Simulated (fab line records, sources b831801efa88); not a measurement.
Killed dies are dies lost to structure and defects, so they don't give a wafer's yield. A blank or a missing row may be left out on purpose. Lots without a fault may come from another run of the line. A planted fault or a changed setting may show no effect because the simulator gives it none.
Which tool did it? | flow gf180mcu | 12 lots, 36 wafers sampled, at 6 steps of a route of 602

WHAT THE GAUGES READ, wafer by wafer
GF_V3_THK_MEAS_01.
lot  | measured     | on            | V3_CVD_00_THK (nm)
L075 | day 21 14:56 | film_metro-02 | 600 609 599
L077 | day 22 15:46 | film_metro-04 | 600 601 593
L079 | day 23 08:32 | film_metro-03 | 591 600 592
L081 | day 24 06:12 | film_metro-02 | 600 598 604
L083 | day 24 18:43 | film_metro-02 | 601 598 604
L085 | day 25 07:28 | film_metro-04 | 609 606 613
L087 | day 26 02:52 | film_metro-02 | 601 594 591
L089 | day 26 16:02 | film_metro-03 | 608 596 597
L091 | day 27 05:30 | film_metro-03 | 597 593 598
L093 | day 27 19:19 | film_metro-03 | 597 600 597
L095 | day 28 07:31 | film_metro-02 | 600 607 600
L097 | day 28 20:20 | film_metro-03 | 589 591 594

WHICH TOOL RAN EACH LOT (tool, then ch and the chambers of the sampled wafers, then the start)
lot  | GF_DUAL_GATE_STRIP_13                | GF_SALICIDE_RTA_08               | GF_M2_SPUTTER_04             | GF_V2_STRIP_18                       | GF_M3_SPUTTER_01
L075 | plasma_asher-02 ch 0,1, day 8 13:16  | rtp_anneal-02 ch 0, day 15 08:48 | pvd_sputter-04, day 18 11:02 | plasma_asher-01 ch 0,1, day 20 12:42 | pvd_sputter-01, day 20 14:04
L077 | plasma_asher-04 ch 0,1, day 9 05:43  | rtp_anneal-02 ch 0, day 16 06:29 | pvd_sputter-04, day 19 11:25 | plasma_asher-01 ch 0,1, day 21 12:59 | pvd_sputter-03, day 21 15:20
L079 | plasma_asher-01 ch 0,1, day 9 19:15  | rtp_anneal-01 ch 0, day 17 01:22 | pvd_sputter-03, day 20 06:10 | plasma_asher-04 ch 0,1, day 22 07:37 | pvd_sputter-03, day 22 08:56
L081 | plasma_asher-01 ch 0,1, day 10 09:44 | rtp_anneal-02 ch 0, day 17 21:36 | pvd_sputter-03, day 21 04:02 | plasma_asher-03 ch 0,1, day 23 05:27 | pvd_sputter-01, day 23 06:47
L083 | plasma_asher-01 ch 0,1, day 10 23:15 | rtp_anneal-01 ch 0, day 18 12:41 | pvd_sputter-02, day 21 18:53 | plasma_asher-04 ch 0,1, day 23 18:26 | pvd_sputter-01, day 23 19:46
L085 | plasma_asher-02 ch 0,1, day 11 12:31 | rtp_anneal-01 ch 0, day 19 03:04 | pvd_sputter-04, day 22 08:04 | plasma_asher-04 ch 0,1, day 24 06:54 | pvd_sputter-01, day 24 08:16
L087 | plasma_asher-04 ch 1, day 12 03:20   | rtp_anneal-02 ch 0, day 20 00:53 | pvd_sputter-03, day 23 05:01 | plasma_asher-04 ch 0,1, day 25 02:48 | pvd_sputter-04, day 25 04:08
L089 | plasma_asher-01 ch 0,1, day 12 16:20 | rtp_anneal-02 ch 0, day 20 15:55 | pvd_sputter-03, day 23 19:23 | plasma_asher-04 ch 0,1, day 25 16:14 | pvd_sputter-01, day 25 17:37
L091 | plasma_asher-01 ch 0,1, day 13 06:00 | rtp_anneal-02 ch 0, day 21 08:08 | pvd_sputter-04, day 24 10:11 | plasma_asher-04 ch 0,1, day 26 06:34 | pvd_sputter-01, day 26 07:54
L093 | plasma_asher-02 ch 0,1, day 13 18:51 | rtp_anneal-02 ch 0, day 21 22:50 | pvd_sputter-03, day 25 00:06 | plasma_asher-03 ch 0,1, day 26 20:37 | pvd_sputter-01, day 26 21:57
L095 | plasma_asher-04 ch 0,1, day 14 10:46 | rtp_anneal-02 ch 0, day 22 16:08 | pvd_sputter-03, day 25 15:05 | plasma_asher-04 ch 0,1, day 27 09:31 | pvd_sputter-01, day 27 10:53
L097 | plasma_asher-02 ch 0,1, day 14 21:38 | rtp_anneal-01 ch 0, day 23 04:53 | pvd_sputter-03, day 26 03:23 | plasma_asher-03 ch 0,1, day 27 22:38 | pvd_sputter-01, day 28 00:00
- GF_DUAL_GATE_STRIP_13: strips in O2/N2.
- GF_SALICIDE_RTA_08: time 30 s.
- GF_M2_SPUTTER_04: material TiN, target thk 50 nm, time 41.7 s.
- GF_V2_STRIP_18: strips in O2/N2.
- GF_M3_SPUTTER_01: material TiN, target thk 30 nm, time 25 s.

THE ANSWER, worked out from the rows above alone
Rule: what is usual is taken from the lots themselves. Put in order of their means at a reading, lots are off if they are a third of the lots or fewer, leave a main group of 4 or more, and stand apart from it by a gap of 3 or more times the standard deviation of the main group's means; of several such gaps the widest counts. A main group whose means are all the same, to the digits that the tables above print for the reading, isn't used. A lot without any number at a reading at which 4 lots or more have one is off too. The other lots that the step has rows for count as sound.
No lot is off at any reading shown: from this, nothing can be told.

WHAT THE SIMULATOR HAD PUT IN
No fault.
